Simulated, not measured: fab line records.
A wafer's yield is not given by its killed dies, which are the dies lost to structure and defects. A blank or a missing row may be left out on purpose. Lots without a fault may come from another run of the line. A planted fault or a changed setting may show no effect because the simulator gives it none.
A single fault, viewed from 2 desks -- flow gf180mcu -- what lay behind the numbers comes last; until then each desk has only its own

## THE METROLOGY DESK
Means of the sampled wafers that have a number, per lot and without regard to the tool the lot ran on: this is what the gauges read. The brackets show how far a lot's mean lies from the usual mean; more than 4 standard deviations puts the lot out of limits, marked OUT.
Columns: A = V1_OVL at GF_V1_OVL_MEAS_15, usual 1 nm; B = V1_W_RS at GF_V1_RS_MEAS_24, usual 0.326 ohm/sq; C = V1_W_THK at GF_V1_THK_MEAS_25, usual 357 nm
lot,first seen here,A,B,C
L526,day 18 08:53,8,0.329,356
L528,day 19 00:46,-4,0.326,358
L539,day 23 08:40,0,0.328,353
L547,day 25 18:00,8,0.330,355
L548,day 26 07:23,1,0.328,352
This desk's verdict: no lot among the 5 shows anything out of limits.

## DESK OF THE TOOL OWNER: pvd-sputter-04
The tool's own readings at GF_M2_SPUTTER_00 (material Ti, target thk 37.5 nm, time 150 s): means of the sampled wafers that have a number, for each lot that ran on this tool. The brackets show how far a lot's mean lies from the usual mean; more than 4 standard deviations puts the lot out of limits, marked OUT.
Columns: A = throttle-valve-pct at GF_M2_SPUTTER_00, usual 29.9 %
lot,first seen here,A
L526,day 18 10:22,29.7
L539,day 23 10:04,29.9
This desk's verdict: no lot among the 2 shows anything out of limits.

## BROUGHT TOGETHER
Metrology desk: nothing out of limits seen.
The desk of the tool owner found nothing out of limits.

## WHAT WAS PUT IN BY THE SIMULATOR
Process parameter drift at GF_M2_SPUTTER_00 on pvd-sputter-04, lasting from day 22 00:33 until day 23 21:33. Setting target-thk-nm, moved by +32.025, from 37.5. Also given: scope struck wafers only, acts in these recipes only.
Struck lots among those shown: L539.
